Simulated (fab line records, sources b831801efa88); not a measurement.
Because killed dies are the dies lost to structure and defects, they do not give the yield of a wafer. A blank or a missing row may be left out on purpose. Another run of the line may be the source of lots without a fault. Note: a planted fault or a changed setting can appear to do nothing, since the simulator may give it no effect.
The tool behind it: which one? :: flow sky130 :: 6 lots, 18 wafers sampled, at 3 steps of a route of 708

## WHAT THE GAUGES SHOWED, per wafer
SKY_LI_CONTACT_BOW_MEAS_03.
lot: L155
measured: day 29 00:02
on: film metro-03
LI_CONTACT_BOW (um): 56 40 57

lot: L157
measured: day 28 23:43
on: film metro-02
LI_CONTACT_BOW (um): 54 65 69

lot: L161
measured: day 29 23:35
on: film metro-02
LI_CONTACT_BOW (um): 64 63 62

lot: L163
measured: day 30 21:17
on: film metro-04
LI_CONTACT_BOW (um): 61 43 58

lot: L176
measured: day 35 23:01
on: film metro-03
LI_CONTACT_BOW (um): 56 49 76

lot: L177
measured: day 36 00:29
on: film metro-03
LI_CONTACT_BOW (um): 53 46 47

## WHICH TOOL RAN EACH LOT (tool, then ch and the chambers of the sampled wafers, then the start)
lot: L155
SKY_SPACER_ETCHBACK_02: rie diel-02 ch 0,1,2, day 24 02:23
SKY_LI_CONTACT_CMP_02: cmp-01 ch 1,2,3, day 28 23:43

lot: L157
SKY_SPACER_ETCHBACK_02: rie diel-03 ch 2,3, day 24 02:23
SKY_LI_CONTACT_CMP_02: cmp-02 ch 0,3, day 28 23:24

lot: L161
SKY_SPACER_ETCHBACK_02: rie diel-02 ch 0,1,3, day 25 03:15
SKY_LI_CONTACT_CMP_02: cmp-01 ch 0,1,3, day 29 23:16

lot: L163
SKY_SPACER_ETCHBACK_02: rie diel-01 ch 1,2, day 25 23:10
SKY_LI_CONTACT_CMP_02: cmp-01 ch 0,2, day 30 20:57

lot: L176
SKY_SPACER_ETCHBACK_02: rie diel-03 ch 0,2, day 31 09:36
SKY_LI_CONTACT_CMP_02: cmp-01 ch 0,2, day 35 22:46

lot: L177
SKY_SPACER_ETCHBACK_02: rie diel-02 ch 2,3, day 31 12:01
SKY_LI_CONTACT_CMP_02: cmp-01 ch 1,3, day 36 00:14
- SKY_SPACER_ETCHBACK_02: etches Si3N4 in CH3F/O2, stops on SiO2, time 46.7 s, target depth 45 nm.
- SKY_LI_CONTACT_CMP_02: polishes PSG.

## THE ANSWER, worked out from the rows above alone
Rule: what is usual is taken from the lots themselves. The widest of any qualifying gaps counts: lots, ordered by their means at a reading, are off when they make up no more than a third of the lots, leave a main group of 4 or more, and stand apart from it by 3 or more times the standard deviation of that group's means. The tables above print the reading to a certain number of digits; a main group whose means all agree to those digits is not used. A lot without any number at a reading at which 4 lots or more have one is off too. Where the step has rows for the other lots, those lots are counted as sound.
No lot is off at any reading shown: from this, nothing can be told.

## WHAT WAS PUT IN BY THE SIMULATOR
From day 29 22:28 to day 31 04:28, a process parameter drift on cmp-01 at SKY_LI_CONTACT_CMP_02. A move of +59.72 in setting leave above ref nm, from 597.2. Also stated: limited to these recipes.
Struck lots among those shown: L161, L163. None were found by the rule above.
